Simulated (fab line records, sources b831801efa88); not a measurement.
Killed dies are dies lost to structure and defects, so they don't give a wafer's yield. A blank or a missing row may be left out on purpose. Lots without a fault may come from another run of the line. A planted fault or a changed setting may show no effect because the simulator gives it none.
Chamber matching | flow sfq_line | SFQ_TRILAYER_I0_VIA_BARC_OPEN_VIA_ETCH_046 on rie_diel-01: 4 sister chambers
The step etches BARC in O2, target depth 125 nm, time 41.7 s. 16 wafers are shown with their chamber, then 8 later ones without.

WAFERS WITH THEIR CHAMBER
wafer  | chamber | drypump_motor_current_A (A) | oes_product_au (a.u.) | bias_w (W)
L399.2 | 1       | 5.2                         | 0.687                 | 80.03
L399.4 | 0       | 5.6                         | 0.678                 | 79.76
L399.5 | 1       | 5.2                         | 0.689                 | 79.72
L400.3 | 0       | 5.6                         | 0.693                 | 79.62
L400.4 | 3       | 5.5                         | 0.686                 | 80.04
L400.5 | 1       | 5.2                         | 0.685                 | 79.66
L401.2 | 2       | 6.4                         | 0.690                 | 80.49
L401.4 | 1       | 5.2                         | 0.679                 | 79.81
L401.5 | 1       | 5.2                         | 0.679                 | 79.72
L402.2 | 3       | 5.4                         | 0.685                 | 79.40
L402.5 | 0       | 5.6                         | 0.680                 | 80.36
L402.6 | 3       | 5.4                         | 0.689                 | 79.48
L408.2 | 2       | 6.4                         | 0.689                 | 79.64
L408.3 | 3       | 5.4                         | 0.695                 | 79.87
L408.5 | 3       | 5.4                         | 0.691                 | 79.86
L410.1 | 3       | 5.4                         | 0.687                 | 79.86

SIGNATURES (means of the wafers above)
reading                 | chamber 0 | chamber 1 | chamber 2 | chamber 3 | scatter within a chamber
drypump_motor_current_A | 5.600     | 5.200     | 6.400     | 5.417     | 0.0264
oes_product_au          | 0.68367   | 0.68380   | 0.68950   | 0.68883   | 0.00489
bias_w                  | 79.9133   | 79.7880   | 80.0650   | 79.7517   | 0.299
Rule: a wafer's distance from a chamber is the root of the sum, over the readings, of the square of ((its reading less the chamber's mean) divided by the reading's scatter). The wafer belongs to the nearest chamber; if the next one is less than 2 further off, it can't be placed. The scatter: the root of (the sum of the squares of (reading less its chamber's mean) over the shown wafers, divided by (wafers less chambers)).

WAFERS WITHOUT THEIR CHAMBER
wafer  | drypump_motor_current_A (A) | oes_product_au (a.u.) | bias_w (W)
L410.3 | 5.2                         | 0.690                 | 79.72
L410.6 | 5.6                         | 0.695                 | 79.80
L411.1 | 6.4                         | 0.679                 | 80.09
L411.2 | 5.2                         | 0.685                 | 79.77
L411.4 | 5.4                         | 0.675                 | 80.01
L415.2 | 5.4                         | 0.685                 | 80.14
L415.3 | 6.4                         | 0.682                 | 80.03
L415.6 | 5.2                         | 0.688                 | 80.31

WHICH CHAMBER EACH WENT THROUGH
wafer  | from the rows above | in truth
L410.3 | 1                   | 1
L410.6 | 0                   | 0
L411.1 | 2                   | 2
L411.2 | 1                   | 1
L411.4 | 3                   | 3
L415.2 | 3                   | 3
L415.3 | 2                   | 2
L415.6 | 1                   | 1
Placed correctly: 8 of 8. Can't be placed from these rows: 0. Placed wrongly: 0.
